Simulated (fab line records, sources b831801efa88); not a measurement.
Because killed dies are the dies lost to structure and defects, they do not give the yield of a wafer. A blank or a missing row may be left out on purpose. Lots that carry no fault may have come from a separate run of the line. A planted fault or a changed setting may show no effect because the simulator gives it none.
Which tool was responsible? || flow sky130 || 11 lots with 33 wafers sampled at 5 steps, on a route of 708 steps

WHAT THE GAUGES SHOWED, per wafer
SKY_FIELD_ISO_BOW_MEAS_00. Usual: INCOMING_BOW gives 1 um (standard deviation 6.8).
{"lot": "L615", "measured": "day 1 10:00", "on": "film metro-04", "INCOMING_BOW (um)": "1 5 -6", "flag": ""}
{"lot": "L616", "measured": "day 1 15:02", "on": "film metro-04", "INCOMING_BOW (um)": "-1 1 -13", "flag": ""}
{"lot": "L617", "measured": "day 1 20:00", "on": "film metro-02", "INCOMING_BOW (um)": "-2 -3 1", "flag": ""}
{"lot": "L619", "measured": "day 2 06:01", "on": "film metro-01", "INCOMING_BOW (um)": "-1 3 1", "flag": ""}
{"lot": "L625", "measured": "day 3 12:02", "on": "film metro-02", "INCOMING_BOW (um)": "-3 -3 8", "flag": ""}
{"lot": "L626", "measured": "day 3 17:02", "on": "film metro-01", "INCOMING_BOW (um)": "9 1 -17", "flag": ""}
{"lot": "L628", "measured": "day 4 03:01", "on": "film metro-01", "INCOMING_BOW (um)": "8 -6 5", "flag": ""}
{"lot": "L630", "measured": "day 4 13:01", "on": "film metro-02", "INCOMING_BOW (um)": "0 -13 11", "flag": ""}
{"lot": "L632", "measured": "day 4 23:00", "on": "film metro-01", "INCOMING_BOW (um)": "2 -8 -4", "flag": ""}
{"lot": "L636", "measured": "day 5 19:00", "on": "film metro-02", "INCOMING_BOW (um)": "-1 2 16", "flag": ""}
{"lot": "L637", "measured": "day 6 00:02", "on": "film metro-02", "INCOMING_BOW (um)": "0 6 -1", "flag": ""}

SKY_NWELL_RS_MEAS_29: measurement is done with a four-point probe. Usual: NWELL_RS gives 624.6 ohm/sq (standard deviation 1.6).
{"lot": "L615", "measured": "day 5 04:20", "on": "film metro-03", "NWELL_RS (ohm/sq)": "623.8 624.2 622.3", "flag": ""}
{"lot": "L616", "measured": "day 5 14:14", "on": "film metro-01", "NWELL_RS (ohm/sq)": "622.4 624.2 624.8", "flag": ""}
{"lot": "L617", "measured": "day 5 19:30", "on": "film metro-04", "NWELL_RS (ohm/sq)": "626.2 626.1 627.0", "flag": ""}
{"lot": "L619", "measured": "day 6 07:33", "on": "film metro-03", "NWELL_RS (ohm/sq)": "623.7 623.2 623.0", "flag": ""}
{"lot": "L625", "measured": "day 7 19:30", "on": "film metro-03", "NWELL_RS (ohm/sq)": "624.9 623.5 624.0", "flag": ""}
{"lot": "L626", "measured": "day 8 05:59", "on": "film metro-04", "NWELL_RS (ohm/sq)": "626.9 624.7 622.3", "flag": ""}
{"lot": "L628", "measured": "day 8 20:29", "on": "film metro-04", "NWELL_RS (ohm/sq)": "624.9 625.2 626.7", "flag": ""}
{"lot": "L630", "measured": "day 9 03:59", "on": "film metro-01", "NWELL_RS (ohm/sq)": "624.5 623.7 622.0", "flag": ""}
{"lot": "L632", "measured": "day 9 17:52", "on": "film metro-04", "NWELL_RS (ohm/sq)": "625.6 625.0 624.6", "flag": ""}
{"lot": "L636", "measured": "day 10 20:56", "on": "film metro-04", "NWELL_RS (ohm/sq)": "625.7 625.1 628.1", "flag": ""}
{"lot": "L637", "measured": "day 10 21:41", "on": "film metro-01", "NWELL_RS (ohm/sq)": "624.9 626.1 622.5", "flag": ""}

SKY_LDD_N_TW_MEAS_17. Usual: LDD_N_TW gives 2599 (standard deviation 19).
{"lot": "L615", "measured": "day 18 03:00", "on": "film metro-02", "LDD_N_TW": "2601 2588 2601", "flag": ""}
{"lot": "L616", "measured": "day 19 01:44", "on": "film metro-02", "LDD_N_TW": "2581 2609 2593", "flag": ""}
{"lot": "L617", "measured": "day 18 22:00", "on": "film metro-04", "LDD_N_TW": "2615 2618 2615", "flag": ""}
{"lot": "L619", "measured": "day 19 11:25", "on": "film metro-02", "LDD_N_TW": "2601 2602 2592", "flag": ""}
{"lot": "L625", "measured": "day 21 18:02", "on": "film metro-01", "LDD_N_TW": "2577 2572 2578", "flag": ""}
{"lot": "L626", "measured": "day 22 04:40", "on": "film metro-02", "LDD_N_TW": "2465 2472 2474 2471 2480 2477", "flag": "OFF"}
{"lot": "L628", "measured": "day 22 19:05", "on": "film metro-02", "LDD_N_TW": "2472 2474 2481 2483 2465 2487", "flag": "OFF"}
{"lot": "L630", "measured": "day 23 08:44", "on": "film metro-04", "LDD_N_TW": "2612 2620 2628", "flag": ""}
{"lot": "L632", "measured": "day 24 02:15", "on": "film metro-04", "LDD_N_TW": "2612 2606 2611", "flag": ""}
{"lot": "L636", "measured": "day 25 09:42", "on": "film metro-04", "LDD_N_TW": "2626 2635 2625", "flag": ""}
{"lot": "L637", "measured": "day 25 11:28", "on": "film metro-02", "LDD_N_TW": "2596 2599 2599", "flag": ""}

TOOL THAT RAN EACH LOT (tool first, then ch and the chambers of the sampled wafers, then the start)
{"lot": "L615", "SKY_LDD_N_IMPLANT_09": "implanter-01 ch 0, day 18 01:51", "SKY_LDD_N_STRIP_16": "plasma asher-03 ch 0,1, day 18 02:54"}
{"lot": "L616", "SKY_LDD_N_IMPLANT_09": "implanter-01 ch 0, day 19 00:37", "SKY_LDD_N_STRIP_16": "plasma asher-04 ch 0,1, day 19 01:39"}
{"lot": "L617", "SKY_LDD_N_IMPLANT_09": "implanter-01 ch 0, day 18 20:51", "SKY_LDD_N_STRIP_16": "plasma asher-02 ch 0,1, day 18 21:54"}
{"lot": "L619", "SKY_LDD_N_IMPLANT_09": "implanter-02 ch 0, day 19 10:17", "SKY_LDD_N_STRIP_16": "plasma asher-02 ch 0,1, day 19 11:18"}
{"lot": "L625", "SKY_LDD_N_IMPLANT_09": "implanter-04 ch 0, day 21 16:55", "SKY_LDD_N_STRIP_16": "plasma asher-03 ch 0,1, day 21 17:57"}
{"lot": "L626", "SKY_LDD_N_IMPLANT_09": "implanter-01 ch 0, day 22 03:33", "SKY_LDD_N_STRIP_16": "plasma asher-02 ch 0,1, day 22 04:35"}
{"lot": "L628", "SKY_LDD_N_IMPLANT_09": "implanter-01 ch 0, day 22 17:56", "SKY_LDD_N_STRIP_16": "plasma asher-04 ch 0,1, day 22 18:58"}
{"lot": "L630", "SKY_LDD_N_IMPLANT_09": "implanter-02 ch 0, day 23 07:35", "SKY_LDD_N_STRIP_16": "plasma asher-02 ch 0,1, day 23 08:37"}
{"lot": "L632", "SKY_LDD_N_IMPLANT_09": "implanter-02 ch 0, day 24 01:06", "SKY_LDD_N_STRIP_16": "plasma asher-04 ch 0,1, day 24 02:09"}
{"lot": "L636", "SKY_LDD_N_IMPLANT_09": "implanter-04 ch 0, day 25 08:33", "SKY_LDD_N_STRIP_16": "plasma asher-04 ch 0,1, day 25 09:36"}
{"lot": "L637", "SKY_LDD_N_IMPLANT_09": "implanter-02 ch 0, day 25 10:21", "SKY_LDD_N_STRIP_16": "plasma asher-04 ch 0,1, day 25 11:23"}
- SKY_LDD_N_IMPLANT_09
- SKY_LDD_N_STRIP_16: strips in O2/N2.

AS READ BY THE TOOLS THEMSELVES (means over the sampled wafers that have a number; for cases with no such wafer, the mark the record gives instead)
SKY_LDD_N_IMPLANT_09. Usual: dose ions cm2 7.501e+13, standard deviation 7.9e+10; faraday current uA 421, standard deviation 8.3.
{"lot": "L615", "tool": "implanter-01", "dose ions cm2": 7.504e+13, "faraday current uA": 429, "flag": ""}
{"lot": "L616", "tool": "implanter-01", "dose ions cm2": 7.492e+13, "faraday current uA": 422, "flag": ""}
{"lot": "L617", "tool": "implanter-01", "dose ions cm2": 7.505e+13, "faraday current uA": 415, "flag": ""}
{"lot": "L619", "tool": "implanter-02", "dose ions cm2": 7.498e+13, "faraday current uA": 428, "flag": ""}
{"lot": "L625", "tool": "implanter-04", "dose ions cm2": 7.508e+13, "faraday current uA": 419, "flag": ""}
{"lot": "L626", "tool": "implanter-01", "dose ions cm2": 7.477e+12, "faraday current uA": 43, "flag": "OFF"}
{"lot": "L628", "tool": "implanter-01", "dose ions cm2": 7.507e+12, "faraday current uA": 41, "flag": "OFF"}
{"lot": "L630", "tool": "implanter-02", "dose ions cm2": 7.501e+13, "faraday current uA": 422, "flag": ""}
{"lot": "L632", "tool": "implanter-02", "dose ions cm2": 7.501e+13, "faraday current uA": 421, "flag": ""}
{"lot": "L636", "tool": "implanter-04", "dose ions cm2": 7.499e+13, "faraday current uA": 421, "flag": ""}
{"lot": "L637", "tool": "implanter-02", "dose ions cm2": 7.497e+13, "faraday current uA": 422, "flag": ""}

SKY_LDD_N_STRIP_16. Usual: drypump motor current A 5.9 A, standard deviation 0.62; oes product au 0.407 a.u., standard deviation 0.0047; strip time to endpoint s 4.312 s, standard deviation 0.016.
{"lot": "L615", "tool": "plasma asher-03", "drypump motor current A (A)": 5.9, "oes product au (a.u.)": 0.405, "strip time to endpoint s (s)": 4.316, "flag": ""}
{"lot": "L616", "tool": "plasma asher-04", "drypump motor current A (A)": 5.6, "oes product au (a.u.)": 0.405, "strip time to endpoint s (s)": 4.319, "flag": ""}
{"lot": "L617", "tool": "plasma asher-02", "drypump motor current A (A)": 6.3, "oes product au (a.u.)": 0.408, "strip time to endpoint s (s)": 4.321, "flag": ""}
{"lot": "L619", "tool": "plasma asher-02", "drypump motor current A (A)": 6.0, "oes product au (a.u.)": 0.412, "strip time to endpoint s (s)": 4.303, "flag": ""}
{"lot": "L625", "tool": "plasma asher-03", "drypump motor current A (A)": 5.9, "oes product au (a.u.)": 0.406, "strip time to endpoint s (s)": 4.309, "flag": ""}
{"lot": "L626", "tool": "plasma asher-02", "drypump motor current A (A)": 6.2, "oes product au (a.u.)": 0.407, "strip time to endpoint s (s)": 4.167, "flag": "OFF"}
{"lot": "L628", "tool": "plasma asher-04", "drypump motor current A (A)": 5.7, "oes product au (a.u.)": 0.408, "strip time to endpoint s (s)": 4.147, "flag": "OFF"}
{"lot": "L630", "tool": "plasma asher-02", "drypump motor current A (A)": 6.3, "oes product au (a.u.)": 0.400, "strip time to endpoint s (s)": 4.311, "flag": ""}
{"lot": "L632", "tool": "plasma asher-04", "drypump motor current A (A)": 5.6, "oes product au (a.u.)": 0.405, "strip time to endpoint s (s)": 4.303, "flag": ""}
{"lot": "L636", "tool": "plasma asher-04", "drypump motor current A (A)": 5.6, "oes product au (a.u.)": 0.411, "strip time to endpoint s (s)": 4.309, "flag": ""}
{"lot": "L637", "tool": "plasma asher-04", "drypump motor current A (A)": 5.6, "oes product au (a.u.)": 0.406, "strip time to endpoint s (s)": 4.301, "flag": ""}

THE ANSWER, worked out from the rows above alone
Rule: a lot is off if the mean of its wafers that have a number lies more than 3 standard deviations from the usual mean. A lot without any number at a reading at which 4 lots or more have one is off too. The other lots that the step has rows for count as sound. First the gauges in route order, then the tools' own readings, where a lot's mean is used as printed above. The first step at which some lot is off is used, and at that step the reading that is off furthest; a lot without a number counts as furthest.
Off: L626, L628, at SKY_LDD_N_TW_MEAS_17 (LDD_N_TW).
A tool fits if, at a process step before that reading, it ran every lot that is off, and no sound lot after the first of them. The gauges at SKY_LDD_N_TW_MEAS_17 aren't tried: what is off there is off at SKY_LDD_N_IMPLANT_09 too, on other tools, and a gauge's error can't cause that. One fits: SKY_LDD_N_IMPLANT_09 on implanter-01. A fault onset in the window from L616 (day 19 00:37, its last sound lot) to L626 (day 22 03:33, its first lot off) fits.
The tool's own readings at SKY_LDD_N_IMPLANT_09 bear it out: on the lots that are off they differ by more than 5 times the standard deviation of the sound lots' means. dose ions cm2 reads 7.492e+12 there against 7.501e+13 on the sound lots; faraday current uA reads 42 there against 422 on the sound lots.

WHAT HAD BEEN PUT IN BY THE SIMULATOR
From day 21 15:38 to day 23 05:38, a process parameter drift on implanter-01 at SKY_LDD_N_IMPLANT_09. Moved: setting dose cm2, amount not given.
Struck lots among those shown: L626, L628. The rule above reached the same finding.
